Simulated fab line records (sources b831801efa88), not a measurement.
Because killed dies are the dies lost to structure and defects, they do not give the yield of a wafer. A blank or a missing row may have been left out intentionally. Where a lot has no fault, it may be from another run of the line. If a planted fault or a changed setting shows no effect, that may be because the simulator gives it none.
fab line records    flow sky130    part 2 of 2: steps 27 to 41 of 41
[record] lots = 5  wafers = 15  last-day = 50
route steps=708 shown FIELD_ISO@17 NWELL@32 DNWELL@35 PWDE@45
lots that met no fault: taken from a fault-free run of the same line
start-h: hours from the record's first day to the start of the lot's first wafer shown    wait-h: hours from the lot's prior step to this one    " identical to the entry in the row above    L1.1+2: one row covering several wafers at once    - either no value or no given start    * or withheld: withheld    < > ~ a bound
route shown NAME@n: a module of which the file shows steps, and the number in the route of the first    usual: mean/standard deviation of fault-free wafers    same: alike in all rows    chamber/n: place in a boat    sites: readings site by site    _std_site: standard deviation of those values    _edge_site: the outer-site mean with the inner-site mean subtracted    radius-mm: how far each site lies from the wafer's centre    mask NAME#n: copy n    behind: the tool/chamber that last shaped the wafer    hold: reason for holding the lot/hours on hold/outcome of the hold    device: the n, p or np transistor that did not switch    end of line: the tests these same wafers got at the end of their route    a step with no rows: only its recipe    killed: the dies lost at the first sort to structure and to defects; this is not the yield of the wafer    map: the dies of a wafer, with x for killed, . for not killed, _ for no die there
set.NAME: the setting that was run; set.NAME@STEP: the one run at that earlier step    model.NAME: the simulator's own value behind a step, which no gauge read
lots seen at some steps along the route; tables by step, rows by wafer
services: a tool's chamber out of use, with start hour (start-h, from the record's first day; less than 0 if before it), hours out, and reason
[[steps]]
[step SKY_DNWELL_STRIP_08]
[recipe] chemistry = O2/N2  power-w = 1400  pressure-mtorr = 1500  platen-temp-c = withheld  o2-flow-sccm = 3000  n2-flow-sccm = 300  overash-fraction = 0.5
[usual] drypump-motor-current-A = 5.4/0.39  oes-product-au = 0.723/0.004  strip-time-to-endpoint-s = 36.90/0.1
lot.wafer  tool             chamber  start-h  wait-h  drypump-motor-current-A  oes-product-au  rf-hours-counter-h  strip-time-to-endpoint-s
L084.1     plasma-asher-04  0        103.55   0.1     5.6                      0.721           29                  36.78
L084.2     "                1        "        "       5.0                      0.723           29                  36.79
L084.4     "                1        "        "       5.0                      0.729           -                   36.83
L089.1     plasma-asher-04  1        131.80   0.1     5.1                      0.722           32                  36.96
L089.3     "                1        "        "       5.0                      0.729           -                   37.08
L089.6     "                0        "        "       5.6                      0.720           -                   36.90
L093.1     plasma-asher-04  1        153.32   0.1     5.0                      0.725           34                  36.80
L093.3     "                1        "        "       5.1                      0.724           -                   36.73
L093.4     "                0        "        "       5.6                      0.722           -                   36.75
L095.2     plasma-asher-01  1        167.12   0.1     5.5                      0.723           5                   37.05
L095.3     "                0        "        "       5.5                      0.717           -                   37.07
L095.5     "                1        "        "       5.5                      0.719           -                   36.97
L097.4     plasma-asher-02  1        175.98   0.1     4.7                      0.722           -                   37.01
L097.5     "                1        "        "       4.7                      0.729           -                   37.06
L097.6     "                0        "        "       5.9                      0.728           -                   37.03
[step SKY_DNWELL_TW_MEAS_09]
[usual] DNWELL_TW = 1111/8.1
lot.wafer  tool           chamber  start-h  wait-h  DNWELL_TW
L084.1     film-metro-03  -        103.65   0.1     1111
L084.2     "              -        "        "       1111
L084.4     "              -        "        "       1109
L089.1     film-metro-03  -        131.90   0.1     1095
L089.3     "              -        "        "       1094
L089.6     "              -        "        "       1094
L093.1     film-metro-02  -        153.42   0.1     1117
L093.3     "              -        "        "       1121
L093.4     "              -        "        "       1115
L095.2     film-metro-04  -        167.23   0.1     1115
L095.3     "              -        "        "       1112
L095.5     "              -        "        "       1110
L097.4     film-metro-02  -        176.08   0.1     1114
L097.5     "              -        "        "       1118
L097.6     "              -        "        "       1125
[step SKY_PWDE_DEHYDRATE_00]
[recipe] temp-c = 200  time-s = 60
lot.wafer   tool            chamber  start-h  wait-h
L084.1+2+4  litho-track-04  0        112.05   8.4
L089.1+3+6  litho-track-04  0        141.40   9.5
L093.1+3+4  litho-track-03  0        163.05   9.6
L095.2+3+5  litho-track-04  0        176.57   9.3
L097.4+5+6  litho-track-04  0        186.72   10.6
[step SKY_PWDE_HMDS_01]
[recipe] prime-time-s = 60  prime-temp-c = 120
lot.wafer   tool            chamber  start-h  wait-h
L084.1+2+4  litho-track-04  0        112.20   0.1
L089.1+3+6  litho-track-04  0        141.55   0.1
L093.1+3+4  litho-track-03  0        163.20   0.1
L095.2+3+5  litho-track-04  0        176.72   0.1
L097.4+5+6  litho-track-04  0        186.87   0.1
[step SKY_PWDE_COAT_02]
[recipe] spin-rpm = 2000  resist-thk-nm = 3000
lot.wafer   tool            chamber  start-h  wait-h
L084.1+2+4  litho-track-04  0        112.35   0.1
L089.1+3+6  litho-track-04  0        141.70   0.1
L093.1+3+4  litho-track-03  0        163.35   0.1
L095.2+3+5  litho-track-04  0        176.87   0.1
L097.4+5+6  litho-track-04  0        187.02   0.1
[step SKY_PWDE_SOFTBAKE_03]
[recipe] temp-c = 110  time-s = withheld
lot.wafer   tool            chamber  start-h  wait-h
L084.1+2+4  litho-track-04  0        112.50   0.1
L089.1+3+6  litho-track-04  0        141.85   0.1
L093.1+3+4  litho-track-03  0        163.50   0.1
L095.2+3+5  litho-track-04  0        177.03   0.1
L097.4+5+6  litho-track-04  0        187.20   0.1
[step SKY_PWDE_EXPOSE_04]
[recipe] mask-id = PWDEM  na = 0.6  source-shape = conventional  sigma-outer = 0.6  polarization = unpolarized  target-cd-nm = 840  dose-mj = 214
lot.wafer   tool              chamber  start-h  wait-h  mask
L084.1+2+4  iline-stepper-02  0        -        -       PWDEM#0
L089.1+3+6  iline-stepper-01  0        -        -       PWDEM#0
L093.1+3+4  iline-stepper-02  0        -        -       PWDEM#0
L095.2+3+5  iline-stepper-01  0        -        -       PWDEM#0
L097.4+5+6  iline-stepper-01  0        -        -       PWDEM#0
[step SKY_PWDE_PEB_05]
[recipe] temp-c = 115  time-s = withheld
lot.wafer   tool            chamber  start-h  wait-h
L084.1+2+4  litho-track-01  0        -        -
L089.1+3+6  litho-track-03  0        -        -
L093.1+3+4  litho-track-03  0        -        -
L095.2+3+5  litho-track-03  0        -        -
L097.4+5+6  litho-track-04  0        -        -
[step SKY_PWDE_DEVELOP_06]
[recipe] wall-angle-deg = 90  developer = TMAH  develop-time-s = 60  dev-temp-c = 23
lot.wafer   tool            chamber  start-h  wait-h
L084.1+2+4  litho-track-01  0        -        -
L089.1+3+6  litho-track-03  0        -        -
L093.1+3+4  litho-track-03  0        -        -
L095.2+3+5  litho-track-03  0        -        -
L097.4+5+6  litho-track-04  0        -        -
[step SKY_PWDE_OVL_MEAS_07]
[usual] PWDE_OVL = 1.2/1.5
lot.wafer  tool        chamber  start-h  wait-h  PWDE_OVL[nm]
L084.1     overlay-01  -        121.90   -       2.3
L084.2     "           -        "        "       3.4
L084.4     "           -        "        "       4.6
L089.1     overlay-02  -        151.20   -       1.3
L089.3     "           -        "        "       -0.2
L089.6     "           -        "        "       1.7
L093.1     overlay-01  -        173.90   -       2.5
L093.3     "           -        "        "       1.4
L093.4     "           -        "        "       2.1
L095.2     overlay-02  -        187.41   -       0.2
L095.3     "           -        "        "       -0.1
L095.5     "           -        "        "       0.8
L097.4     overlay-02  -        197.41   -       0.7
L097.5     "           -        "        "       0.6
L097.6     "           -        "        "       0.6
[step SKY_PWDE_IMPLANT_08]
[recipe] species = B  energy-kev = 152.2  dose-cm2 = 3.6e+12  tilt-deg = withheld
lot.wafer   tool          chamber  start-h  wait-h
L084.1+2+4  implanter-04  0        121.93   0.0
L089.1+3+6  implanter-03  0        151.24   0.0
L093.1+3+4  implanter-04  0        173.94   0.0
L095.2+3+5  implanter-04  0        187.46   0.0
L097.4+5+6  implanter-03  0        197.51   0.1
[step SKY_PWDE_STRIP_09]
[recipe] chemistry = O2/N2  power-w = 1400  pressure-mtorr = 1500  platen-temp-c = withheld  o2-flow-sccm = 3000  n2-flow-sccm = 300  overash-fraction = 0.5
[usual] drypump-motor-current-A = 5.5/0.48  oes-product-au = 0.722/0.0042  strip-time-to-endpoint-s = 36.94/0.095
lot.wafer  tool             chamber  start-h  wait-h  drypump-motor-current-A  oes-product-au  rf-hours-counter-h  strip-time-to-endpoint-s
L084.1     plasma-asher-03  0        122.08   0.1     6.0                      0.729           45                  36.95
L084.2     "                1        "        "       5.6                      0.722           45                  36.96
L084.4     "                1        "        "       5.6                      0.723           -                   37.05
L089.1     plasma-asher-03  1        151.39   0.1     5.5                      0.717           48                  36.96
L089.3     "                1        "        "       5.5                      0.718           -                   36.98
L089.6     "                1        "        "       5.5                      0.722           -                   36.99
L093.1     plasma-asher-03  0        174.09   0.1     6.0                      0.730           50                  36.92
L093.3     "                1        "        "       5.5                      0.724           -                   36.96
L093.4     "                0        "        "       6.0                      0.719           -                   37.08
L095.2     plasma-asher-02  0        187.59   0.1     5.8                      0.724           51                  36.84
L095.3     "                0        "        "       5.8                      0.723           -                   36.97
L095.5     "                1        "        "       4.6                      0.728           -                   36.79
L097.4     plasma-asher-03  0        197.61   0.1     6.0                      0.717           -                   36.99
L097.5     "                1        "        "       5.6                      0.728           -                   36.98
L097.6     "                0        "        "       6.0                      0.714           -                   37.05
[step SKY_PWDE_TW_MEAS_10]
[usual] PWDE_TW = 374.4/2.3
lot.wafer  tool           chamber  start-h  wait-h  PWDE_TW
L084.1     film-metro-02  -        122.18   0.1     376.5
L084.2     "              -        "        "       375.3
L084.4     "              -        "        "       376.0
L089.1     film-metro-03  -        151.49   0.1     374.9
L089.3     "              -        "        "       373.2
L089.6     "              -        "        "       373.0
L093.1     film-metro-04  -        174.19   0.1     376.3
L093.3     "              -        "        "       374.8
L093.4     "              -        "        "       376.9
L095.2     film-metro-02  -        187.70   0.1     376.4
L095.3     "              -        "        "       375.3
L095.5     "              -        "        "       375.7
L097.4     film-metro-04  -        197.71   0.1     375.8
L097.5     "              -        "        "       377.8
L097.6     "              -        "        "       377.8
[step SKY_NWELL_DEHYDRATE_03]
[recipe] temp-c = 200  time-s = 60
lot.wafer   tool            chamber  start-h  wait-h
L084.1+2+4  litho-track-02  0        130.92   8.7
L089.1+3+6  litho-track-01  0        160.90   9.4
L093.1+3+4  litho-track-01  0        184.70   10.5
L095.2+3+5  litho-track-01  0        197.52   9.8
L097.4+5+6  litho-track-01  0        208.42   10.7
[step SKY_NWELL_HMDS_04]
[recipe] prime-time-s = 60  prime-temp-c = 120
lot.wafer   tool            chamber  start-h  wait-h
L084.1+2+4  litho-track-02  0        131.07   0.1
L089.1+3+6  litho-track-01  0        161.05   0.1
L093.1+3+4  litho-track-01  0        184.85   0.1
L095.2+3+5  litho-track-01  0        197.67   0.1
L097.4+5+6  litho-track-01  0        208.57   0.1
[[services]]
tool              chamber  start-h  hours  kind
cmp-02            -        64.00    4.0    pm
hdpcvd-02         -        66.75    15.0   pm
cmp-01            -        68.00    4.2    pm
implanter-04      -        70.22    2.7    repair
rie-si-02         -        74.49    14.6   pm
hdpcvd-02         -        75.85    0.9    repair
rie-si-01         -        77.72    0.9    repair
implanter-04      -        82.13    4.4    repair
furnace-02        -        83.13    4.1    pm
furnace-01        -        87.55    4.1    pm
hdpcvd-02         -        104.04   2.8    pm
cmp-01            -        106.98   3.7    repair
furnace-02        -        134.28   3.2    pm
plasma-asher-04   -        140.67   2.8    pm
plasma-asher-03   -        142.41   2.2    repair
cmp-01            -        144.85   1.1    repair
cmp-01            -        146.56   1.1    repair
hdpcvd-02         -        155.24   0.7    repair
iline-stepper-01  -        156.78   1.7    pm
cmp-01            -        161.62   0.5    repair
implanter-03      -        172.46   1.6    repair
hdpcvd-02         0        173.98   3.8    repair
cmp-01            -        175.70   4.0    repair
iline-stepper-02  -        205.18   1.7    pm
